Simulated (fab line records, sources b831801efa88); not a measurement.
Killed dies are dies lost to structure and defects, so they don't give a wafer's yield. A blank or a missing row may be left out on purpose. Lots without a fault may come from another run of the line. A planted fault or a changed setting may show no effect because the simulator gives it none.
Which tool did it? | flow sfq_line | 14 lots, 42 wafers sampled, at 2 steps of a route of 325

WHAT THE GAUGES READ, wafer by wafer
SFQ_M6_RS_MEAS_938: measures by four-point-probe. Usual: M6_NB_RS 0.887 ohm/sq, standard deviation 0.0068.
lot  | measured     | on            | M6_NB_RS (ohm/sq)                   | flag
L989 | day 67 11:01 | film_metro-04 | 0.891 0.879 0.883                   |
L990 | day 67 17:01 | film_metro-04 | 0.874 0.882 0.882                   |
L991 | day 68 07:32 | film_metro-04 | 0.888 0.879 0.881                   |
L992 | day 68 17:14 | film_metro-04 | 0.875 0.890 0.883                   |
L995 | day 70 00:29 | film_metro-02 | 0.951 0.948 0.941 0.949 0.948 0.942 | OFF
L997 | day 70 14:05 | film_metro-04 | 0.949 0.942 0.939 0.950 0.941 0.939 | OFF
L102 | day 76 21:14 | film_metro-04 | 0.893 0.895 0.899                   |
L104 | day 77 05:38 | film_metro-04 | 0.883 0.878 0.891                   |
L105 | day 78 00:50 | film_metro-02 | 0.891 0.895 0.895                   |
L107 | day 78 22:26 | film_metro-02 | 0.888 0.885 0.887                   |
L108 | day 79 12:50 | film_metro-04 | 0.875 0.881 0.871                   |
L110 | day 79 15:23 | film_metro-04 | 0.888 0.878 0.877                   |
L111 | day 80 02:33 | film_metro-04 | 0.890 0.889 0.891                   |
L112 | day 80 07:44 | film_metro-04 | 0.889 0.883 0.889                   |

WHICH TOOL RAN EACH LOT (tool, then ch and the chambers of the sampled wafers, then the start)
lot  | SFQ_TRILAYER_M6_DEP_SPUTTER_157
L989 | pvd_sputter-04, day 67 10:56
L990 | pvd_sputter-03, day 67 16:55
L991 | pvd_sputter-04, day 68 07:25
L992 | pvd_sputter-03, day 68 17:09
L995 | pvd_sputter-03, day 70 00:21
L997 | pvd_sputter-03, day 70 13:56
L102 | pvd_sputter-03, day 76 21:09
L104 | pvd_sputter-03, day 77 05:33
L105 | pvd_sputter-03, day 78 00:45
L107 | pvd_sputter-04, day 78 22:21
L108 | pvd_sputter-03, day 79 12:45
L110 | pvd_sputter-03, day 79 15:16
L111 | pvd_sputter-04, day 80 02:24
L112 | pvd_sputter-04, day 80 07:37
- SFQ_TRILAYER_M6_DEP_SPUTTER_157: material Nb, target thk 200 nm, time 133.3 s.

WHAT THE TOOLS THEMSELVES READ (means of the sampled wafers that have a number; where no wafer has one, the mark that the record gives instead)
SFQ_TRILAYER_M6_DEP_SPUTTER_157. Usual: throttle_valve_pct 29.7 %, standard deviation 0.81.
lot  | tool           | throttle_valve_pct (%) | flag
L989 | pvd_sputter-04 | 30.0                   |
L990 | pvd_sputter-03 | 29.7                   |
L991 | pvd_sputter-04 | 29.8                   |
L992 | pvd_sputter-03 | 29.9                   |
L995 | pvd_sputter-03 | 29.2                   |
L997 | pvd_sputter-03 | 29.7                   |
L102 | pvd_sputter-03 | 30.1                   |
L104 | pvd_sputter-03 | 29.7                   |
L105 | pvd_sputter-03 | 29.7                   |
L107 | pvd_sputter-04 | 29.1                   |
L108 | pvd_sputter-03 | 30.0                   |
L110 | pvd_sputter-03 | 30.2                   |
L111 | pvd_sputter-04 | 30.4                   |
L112 | pvd_sputter-04 | 30.5                   |

THE ANSWER, worked out from the rows above alone
Rule: a lot is off if the mean of its wafers that have a number lies more than 3 standard deviations from the usual mean. A lot without any number at a reading at which 4 lots or more have one is off too. The other lots that the step has rows for count as sound. The gauges are gone through in route order, then the tools' own readings, and for those a lot's mean is taken as printed above. The first step at which some lot is off is used, and at that step the reading that is off furthest; a lot without a number counts as furthest.
Off: L995, L997, at SFQ_M6_RS_MEAS_938 (M6_NB_RS).
A tool fits if, at a process step before that reading, it ran every lot that is off, and no sound lot after the first of them. The gauges at SFQ_M6_RS_MEAS_938 are tried like those tools. None of those tried fits.

WHAT THE SIMULATOR HAD PUT IN
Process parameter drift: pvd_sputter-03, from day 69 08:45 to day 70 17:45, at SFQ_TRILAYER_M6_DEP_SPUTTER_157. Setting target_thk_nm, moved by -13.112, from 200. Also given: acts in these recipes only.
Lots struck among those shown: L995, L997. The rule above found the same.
